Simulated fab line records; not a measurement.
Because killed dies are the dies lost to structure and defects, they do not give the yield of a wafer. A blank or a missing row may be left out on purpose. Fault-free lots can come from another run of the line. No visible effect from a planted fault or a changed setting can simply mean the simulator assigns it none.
A struck lot beside a sound one -- flow sfq_line -- 19 out of 325 route steps
Sound: wafers L441.2, L441.4, L441.6. Struck: wafers L444.2, L444.4, L444.6. The cause comes at the end.
Each step with rows lists, per side, the tool, then ch with its chambers, then its first start. Under that, the readings that differ: sound wafers -- struck wafers -- difference of the means -- sigmas: that difference in standard deviations of wafers without a fault.
alike: readings whose means differ by less than 2 such deviations, and words and numbers that are the same on both sides. not compared: withheld readings, readings that some wafer has no value for, bounds like >300 that may hide the same value, and numbers for which the record gives no deviation and whose values overlap.
Wherever a step has rows on one side only, a row that says differs or no value, or a row with sigmas, the two part there. When numbers do not overlap yet have no deviation, they are printed without sigmas and do not part them. Lack of a reading on every wafer of one side parts them only where that side has two or more wafers.

first, 1 step without rows for these wafers: SFQ_TRILAYER_M5_STRIP_SOLV_CLEAN_128 (cleans in NMP, time 600 s).
SFQ_TRILAYER_A5B_DEP_PECVD_129: deposits SiO2 from SiH4/N2O, time 133.33 s, target thk 600 nm.
  sound on pecvd-04 ch 0,2, day 70 00:05; struck on pecvd-01 ch 1,2, day 71 05:47
  alike: heater_power_w, rf_fwd_power_W, throttle_valve_pct
SFQ_TRILAYER_A5B_CMP_CMP_130: polishes, stops on Nb, target thk 340.7 nm.
  sound on cmp-02 ch 0,1, day 70 01:03; struck on cmp-01 ch 0,2, day 71 07:15
  alike: motor_current_A, retaining_ring_pressure_frac
then, 2 steps without rows for these wafers: SFQ_TRILAYER_A5B_METRO_MEASURE_131; SFQ_TRILAYER_R5_DEP_SPUTTER_132 (material Ti, target thk 5 nm, time 5 s).
SFQ_TRILAYER_R5_DEP_SPUTTER_133: material MoNx, target thk 40 nm, time 66.7 s.
  sound on pvd_sputter-06 at day 70 05:16; struck on pvd_sputter-05 at day 71 11:28
  alike: throttle_valve_pct
SFQ_TRILAYER_R5_DEP_SPUTTER_134: material Ti, target thk 5 nm, time 5 s.
  sound on pvd_sputter-06 at day 70 05:19; struck on pvd_sputter-05 at day 71 11:32
  alike: throttle_valve_pct
SFQ_R5_RS_MEAS_933: a four-point-probe measurement.
  sound on film_metro-04 at day 70 05:22; struck on film_metro-04 at day 71 11:34
  alike: R5_MONX_RS
SFQ_R5_THK_MEAS_934: measures by xrf.
  sound on film_metro-04 at day 70 05:28; struck on film_metro-04 at day 71 11:40
  alike: R5_MONX_THK
then, 3 steps without rows for these wafers: SFQ_TRILAYER_R5_LITHO_COAT_141 (resist thk 62 nm); SFQ_TRILAYER_R5_LITHO_COAT_136 (resist thk 600 nm); SFQ_TRILAYER_R5_LITHO_SOFTBAKE_140.
SFQ_TRILAYER_R5_LITHO_EXPOSE_137: exposes mask R5, target cd 500 nm.
  sound on krf_scanner-02 ch 0, day 70 06:36; struck on krf_scanner-02 ch 0, day 71 12:40
reading,sound,struck,difference,sigmas
exposure_dose_mJ_cm2,14.413 14.415 14.405,13.505 13.524 13.500,-0.901,-60
  alike: mask
then, 2 steps without rows for these wafers: SFQ_TRILAYER_R5_LITHO_PEB_139 (peb time 60 s); SFQ_TRILAYER_R5_LITHO_DEVELOP_138 (time 60 s).
SFQ_R5_OVL_MEAS_935:
  sound on overlay-01 at day 70 07:55; struck on overlay-02 at day 71 13:59
  alike: R5_OVL
SFQ_TRILAYER_R5_BARC_OPEN_METAL_ETCH_177: etches BARC in O2, target depth 125 nm, time 41.7 s.
  sound on rie_metal-04 ch 0,1, day 70 07:56; struck on rie_metal-03 ch 0,1, day 71 14:01
reading,sound,struck,difference,sigmas
model.R5.cd_nm (nm),500.7 500.4 501.7,509.2 511 510.3,+9.2,
  alike: drypump_motor_current_A, oes_product_au, rf_fwd_power_W
  not compared: rf_hours_counter_h
SFQ_TRILAYER_R5_ETCH_METAL_ETCH_139: etches the open film in Cl2, stops on SiO2, target depth 60 nm, time 40 s.
  sound on rie_metal-04 ch 0,1, day 70 08:00; struck on rie_metal-03 ch 0,1, day 71 14:04
reading,sound,struck,difference,sigmas
model.R5.cd_nm (nm),501.6 499.9 501.3,509 510.4 510.2,+9,
  alike: drypump_motor_current_A, oes_product_au, rf_fwd_power_W
  not compared: rf_hours_counter_h
SFQ_TRILAYER_R5_STRIP_STRIP_140: strips in O2.
  sound on rie_metal-04 ch 0,1, day 70 08:03; struck on rie_metal-03 ch 0,1, day 71 14:08
  alike: drypump_motor_current_A, oes_product_au, platen_temp_c
  not compared: rf_hours_counter_h

## WHERE THEY PART
At SFQ_TRILAYER_R5_LITHO_EXPOSE_137 and nowhere else, as far as this record goes. Later steps at which nothing parts them and some readings are alike: SFQ_R5_OVL_MEAS_935, SFQ_TRILAYER_R5_BARC_OPEN_METAL_ETCH_177, SFQ_TRILAYER_R5_ETCH_METAL_ETCH_139, SFQ_TRILAYER_R5_STRIP_STRIP_140.

WHY: what had been put in by the simulator
Drift in process parameters on krf_scanner-02 at SFQ_TRILAYER_R5_LITHO_EXPOSE_137, starting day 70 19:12. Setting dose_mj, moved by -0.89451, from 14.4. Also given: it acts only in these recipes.
